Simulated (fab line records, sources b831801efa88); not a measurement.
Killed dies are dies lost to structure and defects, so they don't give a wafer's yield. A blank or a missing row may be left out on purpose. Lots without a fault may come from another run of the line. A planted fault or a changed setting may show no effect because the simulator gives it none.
Problem report in the 8D (eight disciplines) form, filled by code | flow sfq_line | the parts of the form that need people (team, actions taken, sign-off) are left out

1. THE PROBLEM
oes_product_au at SFQ_TRILAYER_M4_BARC_OPEN_METAL_ETCH_123 reads a mean of 0.868 a.u. on 6 wafers of 3 lots; wafers without a fault read 0.685 a.u. with a standard deviation of 0.0042. That is +43 standard deviations from the usual mean.
The step: etches BARC in O2, target depth 125 nm, time 41.7 s.
First seen on wafer L236.1, day 56 11:37, on rie_metal-03. The record holds 21 wafers of 7 lots with a number at this step. Rule for "out", or "out of limits": more than 4 standard deviations from the usual mean. The other wafers with a number count as sound.

2. WHAT IT IS AND WHAT IT IS NOT
question                    | is                                             | is not
which readings at this step | oes_product_au, run_length_s                   | drypump_motor_current_A
which lots                  | L236, L237, L240                               | L223, L234, L238, L244
which wafers of those lots  | L236.1, L237.1, L237.4, L237.5, L240.4, L240.5 | L236.2, L236.6, L240.3
read on which tools         | rie_metal-03                                   | rie_metal-02, rie_metal-04
when                        | from day 56 11:37                              | up to then (8 sound wafers); but 7 sound wafers of L238, L240, L244 came after

3. SUSPECTS, AND WHAT RULES EACH OUT
Counting: a tool at a process step up to the reading stays a suspect if it ran every lot that is out. Sound lots after the first of them don't rule it out here, since some wafers of a struck lot are sound.
- rie_metal-03 at SFQ_TRILAYER_M4_BARC_OPEN_METAL_ETCH_123 (etches BARC in O2, target depth 125 nm, time 41.7 s): kept. It ran every lot that is out, first L236 (day 56 11:37); its last sound lot up to then is L234 (day 55 18:49). Its own readings are out on those wafers: oes_product_au, run_length_s.
Left after counting: rie_metal-03 at SFQ_TRILAYER_M4_BARC_OPEN_METAL_ETCH_123.

4. THE CAUSE (what the simulator had put in)
Process parameter drift: rie_metal-03, from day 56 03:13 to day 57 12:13, at SFQ_TRILAYER_M4_BARC_OPEN_METAL_ETCH_123. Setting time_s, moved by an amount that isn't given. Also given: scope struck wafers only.
Counting left only this tool.

5. THE CHAIN OF EFFECTS, in route order
Each row: a reading whose mean over the struck wafers that have a number lies more than 3 standard deviations from the usual. Only readings for which the record gives a usual standard deviation are gone through. hours: the time from each lot's start at the first step in this table that gives one to its start at this step, as a median over the lots. sigmas: the change in usual standard deviations.
hours | step                                     | reading        | usual      | on struck wafers | change | sigmas
0     | SFQ_TRILAYER_M4_BARC_OPEN_METAL_ETCH_123 | oes_product_au | 0.685 a.u. | 0.868            | +0.183 | +43
0     | SFQ_TRILAYER_M4_BARC_OPEN_METAL_ETCH_123 | run_length_s   | 70.0 s     | 59.0             | -11.0  | -35
The process steps in it:
- SFQ_TRILAYER_M4_BARC_OPEN_METAL_ETCH_123: etches BARC in O2, target depth 125 nm, time 41.7 s.
Readings that are blank on the struck wafers while sound wafers have them: bias_w at SFQ_TRILAYER_M4_BARC_OPEN_METAL_ETCH_123.

6. WHAT WOULD HAVE CAUGHT IT SOONER
In this record the first reading out of limits was taken at day 56 11:37, 8 hours after the fault began at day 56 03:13.
